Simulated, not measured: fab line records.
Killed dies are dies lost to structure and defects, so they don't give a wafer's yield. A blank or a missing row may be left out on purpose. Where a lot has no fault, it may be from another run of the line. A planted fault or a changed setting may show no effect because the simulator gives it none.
fab line records ; flow sky130 ; part 2 of 2: steps 32 to 42 of 42
[record] lots = 5; wafers = 15; last-day = 50
route steps=708 shown METAL3@570 VIA3@573 METAL4@598 CAP2M@603
lots that met no fault: taken from a fault-free run of the same line
start-h: the number of hours between the record's first day and the start of the first shown wafer of the lot ; wait-h: hours elapsed since this lot's preceding step ; " as in the row above ; L1.1+2: a row that stands for several wafers ; - value missing, or start not given ; * or withheld: withheld ; < > ~ a bound
route shown NAME@n: NAME is a module with steps in the file, n the number in the route of the first one ; usual: mean/standard deviation of fault-free wafers ; same: alike in all rows ; chamber/n: place in a boat ; sites: readings site by site ; _std_site: standard deviation of those values ; _edge_site: inner sites' mean taken away from outer sites' mean ; radius-mm: for every site, how far away it sits from the centre of the wafer ; mask NAME#n: copy n ; behind: the tool/chamber that last shaped the wafer ; hold: reason for holding the lot/hours on hold/outcome of the hold ; device: which transistor (n, p or np) failed to switch ; end of line: tests of these same wafers at the route's end ; where a step has no rows: the recipe by itself ; killed: dies that structure and defects cost at the first sort, which is not the same as the wafer's yield ; map: a wafer's dies, x killed, . not, _ none there
set.NAME: the setting as run; set.NAME@STEP: as run at that earlier step ; model.NAME: the simulator's own value behind a step, which no gauge read
lots seen at some steps along the route; tables by step, rows by wafer
services: from which hour (start-h, from the record's first day; less than 0 if before it) a tool's chamber was out of use, for how many hours, and why
[[steps]]
[step SKY_METAL4_SPUTTER_03]
[recipe] material = Ti; target-thk-nm = 5; power-w = 3000; time-s = 3.3; chamber-pressure-pa = 0.4
[usual] throttle-valve-pct = 29.9/0.91
lot.wafer;tool;chamber;start-h;wait-h;throttle-valve-pct
L075.2;pvd-sputter-01;-;952.93;0.0;28.8
L075.3;pvd-sputter-01;-;952.93;0.0;29.7
L075.6;pvd-sputter-01;-;952.93;0.0;28.7
L083.1;pvd-sputter-04;-;1010.41;0.0;29.6
L083.5;pvd-sputter-04;-;1010.41;0.0;29.4
L083.6;pvd-sputter-04;-;1010.41;0.0;29.4
L085.3;pvd-sputter-03;-;1018.26;0.0;31.9
L085.4;pvd-sputter-03;-;1018.26;0.0;28.6
L085.6;pvd-sputter-03;-;1018.26;0.0;31.7
L084.1;pvd-sputter-01;-;1020.50;0.0;29.0
L084.2;pvd-sputter-01;-;1020.50;0.0;29.7
L084.5;pvd-sputter-01;-;1020.50;0.0;28.7
L093.4;pvd-sputter-04;-;1088.81;0.0;31.1
L093.5;pvd-sputter-04;-;1088.81;0.0;30.4
L093.6;pvd-sputter-04;-;1088.81;0.0;31.0
[step SKY_METAL4_SPUTTER_04]
[recipe] material = TiN; target-thk-nm = 70; power-w = 6500; time-s = 58.3; chamber-pressure-pa = 0.4
[usual] throttle-valve-pct = 30.0/0.9
lot.wafer;tool;chamber;start-h;wait-h;throttle-valve-pct
L075.2;pvd-sputter-01;-;952.95;0.0;28.9
L075.3;pvd-sputter-01;-;952.95;0.0;29.7
L075.6;pvd-sputter-01;-;952.95;0.0;28.5
L083.1;pvd-sputter-04;-;1010.43;0.0;29.5
L083.5;pvd-sputter-04;-;1010.43;0.0;29.7
L083.6;pvd-sputter-04;-;1010.43;0.0;29.6
L085.3;pvd-sputter-03;-;1018.28;0.0;31.6
L085.4;pvd-sputter-03;-;1018.28;0.0;28.3
L085.6;pvd-sputter-03;-;1018.28;0.0;31.3
L084.1;pvd-sputter-01;-;1020.51;0.0;28.7
L084.2;pvd-sputter-01;-;1020.51;0.0;29.7
L084.5;pvd-sputter-01;-;1020.51;0.0;28.7
L093.4;pvd-sputter-04;-;1088.83;0.0;31.2
L093.5;pvd-sputter-04;-;1088.83;0.0;30.7
L093.6;pvd-sputter-04;-;1088.83;0.0;30.6
[step SKY_CAP2M_CVD_00]
[recipe] material = SiO2; target-thk-nm = 15.5; temp-c = 400; time-s = withheld; rf-w = 450
[usual] heater-power-w = 702/79
lot.wafer;tool;chamber;start-h;wait-h;heater-power-w
L075.2;pecvd-03;0;953.00;0.0;618
L075.3;pecvd-03;2;953.00;0.0;587
L075.6;pecvd-03;0;953.00;0.0;609
L083.1;pecvd-04;0;1010.48;0.0;477
L083.5;pecvd-04;1;1010.48;0.0;625
L083.6;pecvd-04;0;1010.48;0.0;471
L085.3;pecvd-02;0;1018.33;0.0;779
L085.4;pecvd-02;2;1018.33;0.0;691
L085.6;pecvd-02;1;1018.33;0.0;684
L084.1;pecvd-02;2;1020.56;0.0;730
L084.2;pecvd-02;1;1020.56;0.0;753
L084.5;pecvd-02;1;1020.56;0.0;756
L093.4;pecvd-03;1;1088.89;0.0;701
L093.5;pecvd-03;0;1088.89;0.0;676
L093.6;pecvd-03;2;1088.89;0.0;679
[step SKY_CAP2M_THK_MEAS_01]
[recipe] reads = SiO2_of_CAP2M_CVD_00
[usual] CAP2M_CVD_00_THK = 15.60/0.23
lot.wafer;tool;chamber;start-h;wait-h;CAP2M_CVD_00_THK[nm]
L075.2;film-metro-03;-;953.03;-;15.24
L075.3;film-metro-03;-;953.03;-;15.45
L075.6;film-metro-03;-;953.03;-;15.74
L083.1;film-metro-01;-;1010.50;-;15.43
L083.5;film-metro-01;-;1010.50;-;15.85
L083.6;film-metro-01;-;1010.50;-;15.48
L085.3;film-metro-03;-;1018.37;-;15.11
L085.4;film-metro-03;-;1018.37;-;15.97
L085.6;film-metro-03;-;1018.37;-;15.88
L084.1;film-metro-03;-;1020.59;-;15.89
L084.2;film-metro-03;-;1020.59;-;15.48
L084.5;film-metro-03;-;1020.59;-;15.76
L093.4;film-metro-01;-;1088.98;-;15.73
L093.5;film-metro-01;-;1088.98;-;16.00
L093.6;film-metro-01;-;1088.98;-;15.62
[step SKY_CAP2M_SPUTTER_02]
[recipe] material = TiN; target-thk-nm = 200; temp-c = 300; power-w = 6500; time-s = 166.7; chamber-pressure-pa = 0.4
[usual] throttle-valve-pct = 30.0/0.96
lot.wafer;tool;chamber;start-h;wait-h;throttle-valve-pct
L075.2;pvd-sputter-04;-;953.08;0.0;29.7
L075.3;pvd-sputter-04;-;953.08;0.0;30.4
L075.6;pvd-sputter-04;-;953.08;0.0;29.6
L083.1;pvd-sputter-02;-;1010.56;0.1;28.9
L083.5;pvd-sputter-02;-;1010.56;0.1;31.2
L083.6;pvd-sputter-02;-;1010.56;0.1;28.4
L085.3;pvd-sputter-01;-;1018.41;0.0;29.5
L085.4;pvd-sputter-01;-;1018.41;0.0;28.8
L085.6;pvd-sputter-01;-;1018.41;0.0;31.0
L084.1;pvd-sputter-04;-;1020.65;0.1;30.5
L084.2;pvd-sputter-04;-;1020.65;0.1;29.9
L084.5;pvd-sputter-04;-;1020.65;0.1;29.4
L093.4;pvd-sputter-02;-;1089.01;0.0;31.0
L093.5;pvd-sputter-02;-;1089.01;0.0;30.9
L093.6;pvd-sputter-02;-;1089.01;0.0;28.5
[step SKY_CAP2M_RS_MEAS_03]
[recipe] thk-meas-gauge = four-point-probe; reads = TiN_of_CAP2M_SPUTTER_02
[usual] CAP2M_TIN_RS = 6.91/0.08
lot.wafer;tool;chamber;start-h;wait-h;CAP2M_TIN_RS[ohm/sq]
L075.2;film-metro-01;-;953.21;0.1;7.00
L075.3;film-metro-01;-;953.21;0.1;6.97
L075.6;film-metro-01;-;953.21;0.1;7.00
L083.1;film-metro-04;-;1010.67;0.1;6.82
L083.5;film-metro-04;-;1010.67;0.1;6.91
L083.6;film-metro-04;-;1010.67;0.1;6.85
L085.3;film-metro-04;-;1018.56;0.1;7.07
L085.4;film-metro-04;-;1018.56;0.1;7.01
L085.6;film-metro-04;-;1018.56;0.1;7.06
L084.1;film-metro-01;-;1020.75;0.1;6.68
L084.2;film-metro-01;-;1020.75;0.1;6.86
L084.5;film-metro-01;-;1020.75;0.1;6.86
L093.4;film-metro-03;-;1089.18;0.1;6.80
L093.5;film-metro-03;-;1089.18;0.1;6.76
L093.6;film-metro-03;-;1089.18;0.1;6.70
[step SKY_CAP2M_THK_MEAS_04]
[recipe] thk-meas-gauge = xrf; reads = TiN_of_CAP2M_SPUTTER_02
[usual] CAP2M_TIN_THK = 198.5/2.2
lot.wafer;tool;chamber;start-h;wait-h;CAP2M_TIN_THK[nm]
L075.2;film-metro-01;-;953.32;0.1;195.4
L075.3;film-metro-01;-;953.32;0.1;196.7
L075.6;film-metro-01;-;953.32;0.1;195.6
L083.1;film-metro-04;-;1010.79;0.1;201.9
L083.5;film-metro-04;-;1010.79;0.1;199.6
L083.6;film-metro-04;-;1010.79;0.1;201.0
L085.3;film-metro-04;-;1018.66;0.1;195.2
L085.4;film-metro-04;-;1018.66;0.1;196.3
L085.6;film-metro-04;-;1018.66;0.1;195.7
L084.1;film-metro-01;-;1020.87;0.1;203.1
L084.2;film-metro-01;-;1020.87;0.1;199.2
L084.5;film-metro-01;-;1020.87;0.1;198.9
L093.4;film-metro-03;-;1089.27;0.1;202.5
L093.5;film-metro-03;-;1089.27;0.1;202.9
L093.6;film-metro-03;-;1089.27;0.1;206.3
[step SKY_CAP2M_DEHYDRATE_05]
[recipe] temp-c = 200; time-s = 60
lot.wafer;tool;chamber;start-h;wait-h
L075.2+3+6;litho-track-03;0;965.53;12.2
L083.1+5+6;litho-track-03;0;1021.65;10.9
L085.3+4+6;litho-track-03;0;1028.85;10.2
L084.1+2+5;litho-track-03;0;1031.40;10.5
L093.4+5+6;litho-track-04;0;1098.51;9.2
[step SKY_CAP2M_HMDS_06]
[recipe] prime-time-s = 60; prime-temp-c = 120
[usual] prime-temp-c = 120.00/0.15
lot.wafer;tool;chamber;start-h;wait-h;prime-temp-c
L075.2;litho-track-03;0;965.68;0.1;120.03
L075.3;litho-track-03;0;965.68;0.1;120.08
L075.6;litho-track-03;0;965.68;0.1;120.02
L083.1;litho-track-03;0;1021.80;0.1;119.98
L083.5;litho-track-03;0;1021.80;0.1;120.25
L083.6;litho-track-03;0;1021.80;0.1;120.09
L085.3;litho-track-03;0;1029.00;0.1;120.08
L085.4;litho-track-03;0;1029.00;0.1;120.06
L085.6;litho-track-03;0;1029.00;0.1;120.08
L084.1;litho-track-03;0;1031.55;0.1;120.00
L084.2;litho-track-03;0;1031.55;0.1;119.76
L084.5;litho-track-03;0;1031.55;0.1;119.83
L093.4;litho-track-04;0;1098.66;0.1;119.75
L093.5;litho-track-04;0;1098.66;0.1;119.80
L093.6;litho-track-04;0;1098.66;0.1;119.83
[step SKY_CAP2M_COAT_07]
[recipe] resist = NOVOLAK; spin-rpm = 3000; resist-thk-nm = 1140
lot.wafer;tool;chamber;start-h;wait-h
L075.2+3+6;litho-track-03;0;965.83;0.1
L083.1+5+6;litho-track-03;0;1021.95;0.1
L085.3+4+6;litho-track-03;0;1029.15;0.1
L084.1+2+5;litho-track-03;0;1031.70;0.1
L093.4+5+6;litho-track-04;0;1098.81;0.1
[step SKY_CAP2M_SOFTBAKE_08]
[recipe] temp-c = 90; time-s = 60; resist = NOVOLAK
lot.wafer;tool;chamber;start-h;wait-h
L075.2+3+6;litho-track-03;0;965.98;0.1
L083.1+5+6;litho-track-03;0;1022.10;0.1
L085.3+4+6;litho-track-03;0;1029.30;0.1
L084.1+2+5;litho-track-03;0;1031.85;0.1
L093.4+5+6;litho-track-04;0;1098.96;0.1
[[services]]
tool;chamber;start-h;hours;kind
cvd-w-02;-;904.00;14.0;pm
cmp-01;-;912.00;4.0;pm
rie-diel-04;0;916.28;13.4;repair
cmp-01;-;926.94;4.5;pm
rie-diel-03;3;928.55;15.0;repair
cmp-01;-;931.99;0.6;repair
hdpcvd-01;1;947.57;12.7;repair
hdpcvd-01;-;950.25;15.0;pm
rie-diel-04;2;961.69;24.4;repair
pvd-sputter-02;-;965.87;6.6;repair
cmp-01;-;966.19;0.7;repair
hdpcvd-01;-;979.23;5.5;pm
pvd-sputter-01;-;980.58;0.6;repair
pvd-sputter-02;-;987.41;4.3;repair
cmp-02;-;990.81;1.2;repair
wet-bench-02;-;999.97;0.6;repair
cmp-02;-;1018.53;4.6;pm
pvd-sputter-03;-;1019.39;1.4;repair
pvd-sputter-01;-;1035.19;10.1;repair
pvd-sputter-01;-;1051.10;7.3;repair
pvd-sputter-03;-;1056.67;3.3;repair
pvd-sputter-01;-;1058.87;0.6;repair
cmp-02;-;1084.04;4.0;pm
rie-diel-04;3;1089.70;3.3;repair
